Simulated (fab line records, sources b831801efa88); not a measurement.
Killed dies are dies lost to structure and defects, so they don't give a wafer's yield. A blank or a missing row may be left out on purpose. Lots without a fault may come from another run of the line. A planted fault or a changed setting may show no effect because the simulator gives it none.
A struck lot beside a sound one | flow sky130 | 19 steps out of a route of 708
Sound: wafers L667.3, L667.4, L667.6. Struck: wafers L663.3, L663.4, L663.5. The cause comes at the end.
At each step with rows: each side's tool, then ch and its chambers, then its first start. Under that, the readings that differ: sound wafers | struck wafers | difference of the means | sigmas: that difference in standard deviations of wafers without a fault.
alike: readings whose means differ by less than 2 such deviations, and words and numbers that are the same on both sides. not compared: withheld readings, readings that some wafer has no value for, bounds like >300 that may hide the same value, and numbers for which the record gives no deviation and whose values overlap.
The two part at a step that has a row with sigmas, a row that says differs or no value, or rows on one side only. Numbers that don't overlap but have no deviation are shown without sigmas and don't part them. A reading that every wafer of one side lacks parts them only if that side has two wafers or more.

first, 4 steps without rows for these wafers: SKY_VT_ADJUST_PCH_SOFTBAKE_03; SKY_VT_ADJUST_PCH_EXPOSE_04 (exposes mask NWM, target cd 840 nm); SKY_VT_ADJUST_PCH_PEB_05; SKY_VT_ADJUST_PCH_DEVELOP_06 (develop time 60 s).
SKY_VT_ADJUST_PCH_OVL_MEAS_07:
  sound on overlay-01, day 17 09:01; struck on overlay-01, day 15 22:37
  alike: VT_ADJUST_PCH_OVL
then, 1 step without rows for these wafers: SKY_VT_ADJUST_PCH_IMPLANT_08.
SKY_VT_ADJUST_PCH_STRIP_09: strips in O2/N2.
  sound on plasma_asher-04 ch 0,1, day 17 09:14; struck on plasma_asher-04 ch 0,1, day 15 22:49
  alike: chamber_pressure_mTorr, drypump_motor_current_A, o2_flow_sccm, oes_product_au, strip_time_to_endpoint_s
  not compared: rf_hours_counter_h
SKY_VT_ADJUST_PCH_TW_MEAS_10:
  sound on film_metro-04, day 17 09:19; struck on film_metro-02, day 15 22:55
  alike: VT_ADJUST_PCH_TW
then, 4 steps without rows for these wafers: SKY_SONOS_TUNNEL_DEHYDRATE_00 (time 60 s); SKY_SONOS_TUNNEL_HMDS_01 (prime time 60 s); SKY_SONOS_TUNNEL_COAT_02 (resist thk 1140 nm); SKY_SONOS_TUNNEL_SOFTBAKE_03 (time 60 s).
SKY_SONOS_TUNNEL_EXPOSE_04: exposes mask TUNM, target cd 410 nm.
  sound on iline_stepper-02 ch 0, day 17 23:41; struck on iline_stepper-01 ch 0, day 16 13:31
  reading                              | sound                   | struck            | difference | sigmas
  model.SONOS_TUNNEL.overlay_x_nm (nm) | -0.2399 -0.2399 -0.2399 | 170.8 170.8 170.8 | +171.0     |
  alike: mask, exposure_dose_mJ_cm2
then, 2 steps without rows for these wafers: SKY_SONOS_TUNNEL_PEB_05; SKY_SONOS_TUNNEL_DEVELOP_06 (develop time 60 s).
SKY_SONOS_TUNNEL_CD_MEAS_07: target cd 410 nm.
  sound on cd_sem-02, day 18 14:24; struck on cd_sem-01, day 17 02:27
  reading    | sound             | struck            | difference | sigmas
  cd_nm (nm) | 413.3 410.9 412.5 | 407.2 407.0 407.5 | -5.0       | -2
SKY_SONOS_TUNNEL_OVL_MEAS_08:
  sound on overlay-01, day 18 14:29; struck on overlay-02, day 17 02:32
  reading               | sound          | struck            | difference | sigmas
  SONOS_TUNNEL_OVL (nm) | -3.5 -2.0 -1.9 | 171.4 168.6 169.5 | +172.3     | +99 or more
then, 1 step without rows for these wafers: SKY_SONOS_TUNNEL_IMPLANT_09.
-- the record jumps here: 33 days lie between the struck wafers' starts before and after (it left off in module SONOS_TUNNEL and takes up again in module PAD_OPEN, whose first step shown is number 708 of the route) --
SKY_PAD_OPEN_PROBE_99:
  sound on prober-01, day 50 15:19; struck on prober-01, day 49 22:41
  reading                                     | sound                  | struck                  | difference | sigmas
  killed_at_front_end                         | 10 10 16               | 234 224 212             | +211       | +52
  killed_dies                                 | 78 89 98               | 319 308 279             | +214       | +22
  killed_on_rim                               | 15 18 16               | 72 65 51                | +46        | +11
  model.etest.sonos_erased.drive_ua_um        | 220.4 172.3 164.6      | 58.43 83.16 78.43       | -112.43    |
  model.etest.sonos_uncharged.r_on_ohm_um     | 799.3 801.6 807.6      | 738.8 745.4 733         | -63.8      |
  model.etest.sonos_programmed.off_log10_a_um | -13.96 -13.94 -14.04   | -11 -11.2 -11.09        | +3         |
  model.etest.sonos_erased.vt_v (V)           | -2.362 -2.251 -2.247   | -0.9148 -0.9952 -0.9771 | +1.3243    |
  model.etest.sonos_programmed.vt_v (V)       | 1.554 1.45 1.515       | 1.394 1.369 1.384       | -0.124     |
  model.etest.sonos_baked.vt_v (V)            | 1.022 1.016 0.9749     | 0.8611 0.8159 0.8404    | -0.1652    |
  model.etest.sonos_uncharged.vt_v (V)        | -0.408 -0.3952 -0.4102 | -0.6372 -0.658 -0.6791  | -0.2536    |
  alike: killed_at_M0_to_M3, killed_at_M4_up, killed_at_contacts, killed_at_other, killed_open, killed_short

WHERE THEY PART
First at SKY_SONOS_TUNNEL_CD_MEAS_07; last, within this record, at SKY_PAD_OPEN_PROBE_99.

WHY: what the simulator had put in
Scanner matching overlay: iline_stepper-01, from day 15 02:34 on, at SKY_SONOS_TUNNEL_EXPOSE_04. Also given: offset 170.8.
